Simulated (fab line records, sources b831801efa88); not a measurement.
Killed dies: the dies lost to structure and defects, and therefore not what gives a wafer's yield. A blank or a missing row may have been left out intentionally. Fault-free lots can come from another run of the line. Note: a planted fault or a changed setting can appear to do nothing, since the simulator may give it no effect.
The tool behind it: which one? + flow sky130 + at 1 step of a route of 708, 14 lots with 42 wafers sampled

== WHAT EACH GAUGE READ, for each wafer ==
SKY_VIA3_THK_MEAS_01. Usual: VIA3_HDPCVD_THK 1623 nm, standard deviation 17.
| lot  | measured     | on           | VIA3_HDPCVD_THK (nm) | flag |
|------|--------------|--------------|----------------------|------|
| L428 | day 39 22:01 | filmMetro-03 | 1610 1616 1627       |      |
| L429 | day 40 03:40 | filmMetro-01 | 1630 1627 1631       |      |
| L431 | day 40 12:01 | filmMetro-01 | 1631 1625 1647       |      |
| L433 | day 41 06:53 | filmMetro-03 | 1613 1628 1602       |      |
| L437 | day 42 03:46 | filmMetro-03 | 1629 1609 1623       |      |
| L438 | day 42 08:35 | filmMetro-01 | 1629 1638 1631       |      |
| L439 | day 42 11:12 | filmMetro-04 | 1617 1619 1609       |      |
| L442 | day 43 04:11 | filmMetro-03 | 1584 1606 1609       |      |
| L443 | day 43 09:27 | filmMetro-01 | 1608 1591 1600       |      |
| L444 | day 43 14:17 | filmMetro-01 | 1615 1585 1621       |      |
| L445 | day 43 23:53 | filmMetro-01 | 1626 1603 1640       |      |
| L446 | day 44 08:50 | filmMetro-04 | 1612 1617 1589       |      |
| L448 | day 45 00:36 | filmMetro-04 | 1642 1649 1633       |      |
| L449 | day 45 08:52 | filmMetro-01 | 1640 1630 1642       |      |

== WHAT TOOL EACH LOT RAN ON (gives the tool, then ch and the chambers of the sampled wafers, and finally the start) ==
Before these readings, the record contains no process step.

== AS READ BY THE TOOLS THEMSELVES (means over the sampled wafers that have a number; for cases with no such wafer, the mark the record gives instead) ==
The record holds no such reading with a usual standard deviation.

== THE ANSWER, worked out from the rows above alone ==
Rule: a lot is off if the mean of its wafers that have a number lies more than 3 standard deviations from the usual mean. Also off: a lot with no number at a reading for which 4 or more lots have one. The other lots that the step has rows for count as sound. Order of review: gauges by route order, followed by the tools' own readings, for which a lot's mean as printed above is used. At the first step where some lot is off, the reading lying furthest off is the one used; lots without a number count as furthest.
None of the lots is off at any reading shown; this tells nothing.

== WHAT WAS PUT IN BY THE SIMULATOR ==
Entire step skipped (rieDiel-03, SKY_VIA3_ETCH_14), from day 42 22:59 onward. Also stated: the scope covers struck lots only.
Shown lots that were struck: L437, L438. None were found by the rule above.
